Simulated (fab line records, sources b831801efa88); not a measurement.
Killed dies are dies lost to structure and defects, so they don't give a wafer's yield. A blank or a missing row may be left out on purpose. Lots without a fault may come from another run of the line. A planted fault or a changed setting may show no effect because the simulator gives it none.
Chamber matching | flow gf180mcu | GF_PASSIVATION_ETCH_11 on rie_diel-01: 4 sister chambers
The step etches the open film in CF4/O2, stops on TiN, target depth 2040 nm, time 453.3 s. 4 wafers are shown with their chamber, then 8 later ones without.

WAFERS WITH THEIR CHAMBER
wafer  | chamber | drypump_motor_current_A (A)
L086.5 | 2       | 5.9
L088.5 | 0       | 6.5
L088.6 | 1       | 5.3
L089.2 | 3       | 5.5

WAFERS WITHOUT THEIR CHAMBER
wafer  | drypump_motor_current_A (A)
L089.4 | 5.3
L089.6 | 6.6
L091.4 | 5.9
L091.5 | 5.5
L091.6 | 5.3
L097.1 | 5.9
L097.2 | 5.5
L097.5 | 5.5

WHICH CHAMBER EACH WENT THROUGH
wafer  | from the rows above | in truth
L089.4 | 1                   | 1
L089.6 | 0                   | 0
L091.4 | 2                   | 2
L091.5 | 3                   | 3
L091.6 | 1                   | 1
L097.1 | 2                   | 2
L097.2 | 3                   | 3
L097.5 | 3                   | 3
Placed correctly: 8 of 8. Can't be placed from these rows: 0. Placed wrongly: 0.
How it was worked out, from the rows above alone: a wafer's distance from a chamber is the root of the sum, over the readings, of the square of ((its reading less the chamber's mean) divided by the reading's scatter). The wafer belongs to the nearest chamber; if the next one is less than 2 further off, it can't be placed. A chamber's mean is the mean of its shown wafers. The scatter: with one shown wafer a chamber, the root of the mean of the squares of how far each hidden wafer lies from its nearest shown one.
